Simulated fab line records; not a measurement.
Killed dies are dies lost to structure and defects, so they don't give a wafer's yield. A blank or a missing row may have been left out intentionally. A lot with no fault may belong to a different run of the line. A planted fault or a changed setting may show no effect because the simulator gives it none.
Which tool is to blame? + flow sky130 + 36 wafers from 12 lots sampled at 4 of the route's 708 steps

## WHAT THE GAUGES READ, wafer by wafer
SKY_SD_N_OVL_MEAS_08. Usual: SD_N_OVL 0.4 nm, standard deviation 1.3.
| lot  | measured     | on         | SD_N_OVL (nm)  | flag |
|------|--------------|------------|----------------|------|
| L111 | day 27 17:57 | overlay-02 | -0.5 -0.1 1.6  |      |
| L112 | day 27 22:34 | overlay-02 | 0.7 2.3 2.2    |      |
| L113 | day 28 16:43 | overlay-02 | 0.1 -0.4 -1.0  |      |
| L114 | day 28 19:48 | overlay-01 | -0.9 0.0 0.7   |      |
| L117 | day 30 01:23 | overlay-01 | 2.8 0.3 1.8    |      |
| L122 | day 31 18:00 | overlay-02 | 0.4 0.0 0.7    |      |
| L121 | day 31 19:31 | overlay-02 | -0.5 -1.8 -1.5 |      |
| L123 | day 31 21:14 | overlay-01 | 0.2 0.6 0.3    |      |
| L127 | day 33 11:46 | overlay-01 | 0.6 -0.9 -1.3  |      |
| L129 | day 34 00:01 | overlay-02 | 2.1 -0.4 2.2   |      |
| L131 | day 34 05:27 | overlay-02 | 2.2 0.5 0.1    |      |
| L132 | day 34 12:30 | overlay-02 | 1.4 1.5 0.8    |      |

SKY_LI_CONTACT_RS_MEAS_22: a four-point-probe measurement. Usual: LI_CONTACT_W_RS 0.284 ohm/sq, standard deviation 0.0039.
| lot  | measured     | on            | LI_CONTACT_W_RS (ohm/sq)            | flag |
|------|--------------|---------------|-------------------------------------|------|
| L111 | day 29 01:14 | film-metro-03 | 0.279 0.280 0.290                   |      |
| L112 | day 29 05:57 | film-metro-03 | 0.284 0.285 0.283                   |      |
| L113 | day 29 23:20 | film-metro-04 | 0.284 0.287 0.283                   |      |
| L114 | day 30 02:43 | film-metro-04 | 0.284 0.288 0.280                   |      |
| L117 | day 31 07:41 | film-metro-02 | 0.278 0.279 0.285                   |      |
| L122 | day 32 23:55 | film-metro-02 | 0.288 0.283 0.283                   |      |
| L121 | day 33 01:42 | film-metro-04 | 0.278 0.288 0.287                   |      |
| L123 | day 33 02:38 | film-metro-02 | 0.286 0.285 0.286                   |      |
| L127 | day 34 16:49 | film-metro-04 | 0.283 0.283 0.267 0.283 0.283 0.266 |      |
| L129 | day 35 05:25 | film-metro-03 | 0.286 0.286 0.268 0.286 0.285 0.268 |      |
| L131 | day 35 10:28 | film-metro-04 | 0.290 0.281 0.292                   |      |
| L132 | day 35 17:31 | film-metro-03 | 0.279 0.279 0.285                   |      |

SKY_LI_CONTACT_THK_MEAS_23: measures by xrf. Usual: LI_CONTACT_W_THK 387 nm, standard deviation 6.1.
| lot  | measured     | on            | LI_CONTACT_W_THK (nm)   | flag |
|------|--------------|---------------|-------------------------|------|
| L111 | day 29 01:22 | film-metro-03 | 390 390 378             |      |
| L112 | day 29 06:02 | film-metro-03 | 385 384 388             |      |
| L113 | day 29 23:26 | film-metro-04 | 390 382 388             |      |
| L114 | day 30 02:50 | film-metro-04 | 385 382 387             |      |
| L117 | day 31 07:48 | film-metro-02 | 398 395 389             |      |
| L122 | day 33 00:02 | film-metro-02 | 383 392 391             |      |
| L121 | day 33 01:49 | film-metro-04 | 393 380 377             |      |
| L123 | day 33 02:44 | film-metro-02 | 386 389 386             |      |
| L127 | day 34 23:15 | film-metro-04 | 387 389 410 386 389 410 |      |
| L129 | day 35 05:48 | film-metro-03 | 385 381 410             |      |
| L131 | day 35 10:35 | film-metro-04 | 375 386 372             |      |
| L132 | day 35 17:38 | film-metro-03 | 395 393 387             |      |

## EACH LOT AND THE TOOL THAT RAN IT (in order: tool; ch and the chambers of the sampled wafers; start)
| lot  | SKY_LI_CONTACT_CVD_21         |
|------|-------------------------------|
| L111 | cvd-w-02 ch 0,1, day 29 01:07 |
| L112 | cvd-w-01 ch 0,1, day 29 05:49 |
| L113 | cvd-w-01 ch 0,1, day 29 23:13 |
| L114 | cvd-w-01 ch 0,1, day 30 02:35 |
| L117 | cvd-w-02 ch 0,1, day 31 07:33 |
| L122 | cvd-w-01 ch 0,1, day 32 23:47 |
| L121 | cvd-w-02 ch 0,1, day 33 01:33 |
| L123 | cvd-w-01 ch 0,1, day 33 02:29 |
| L127 | cvd-w-01 ch 0,1, day 34 16:41 |
| L129 | cvd-w-01 ch 0,1, day 35 05:17 |
| L131 | cvd-w-02 ch 0,1, day 35 10:20 |
| L132 | cvd-w-02 ch 0,1, day 35 17:23 |
- SKY_LI_CONTACT_CVD_21: deposits W, target thk 400 nm, time 120.56 s.

## WHAT THE TOOLS THEMSELVES READ (means of the sampled wafers that have a number; where no wafer has one, the mark that the record gives instead)
SKY_LI_CONTACT_CVD_21. Usual: heater-power-w 885 W, standard deviation 59.
| lot  | tool     | heater-power-w (W) | flag |
|------|----------|--------------------|------|
| L111 | cvd-w-02 | 879                |      |
| L112 | cvd-w-01 | 893                |      |
| L113 | cvd-w-01 | 903                |      |
| L114 | cvd-w-01 | 920                |      |
| L117 | cvd-w-02 | 884                |      |
| L122 | cvd-w-01 | 889                |      |
| L121 | cvd-w-02 | 837                |      |
| L123 | cvd-w-01 | 889                |      |
| L127 | cvd-w-01 | 899                |      |
| L129 | cvd-w-01 | 903                |      |
| L131 | cvd-w-02 | 836                |      |
| L132 | cvd-w-02 | 893                |      |

## THE ANSWER, worked out from the rows above alone
Rule: a lot is off if the mean of its wafers that have a number lies more than 3 standard deviations from the usual mean. Also off: a lot with no number at a reading for which 4 or more lots have one. The other lots that the step has rows for count as sound. After the gauges, taken in route order, come the tools' own readings; for these a lot's mean is taken, as printed above. At the first step where some lot is off, the reading lying furthest off is the one used; lots without a number count as furthest.
Across all readings shown, no lot is off: no conclusion can be drawn from this.

## WHAT THE SIMULATOR HAD PUT IN
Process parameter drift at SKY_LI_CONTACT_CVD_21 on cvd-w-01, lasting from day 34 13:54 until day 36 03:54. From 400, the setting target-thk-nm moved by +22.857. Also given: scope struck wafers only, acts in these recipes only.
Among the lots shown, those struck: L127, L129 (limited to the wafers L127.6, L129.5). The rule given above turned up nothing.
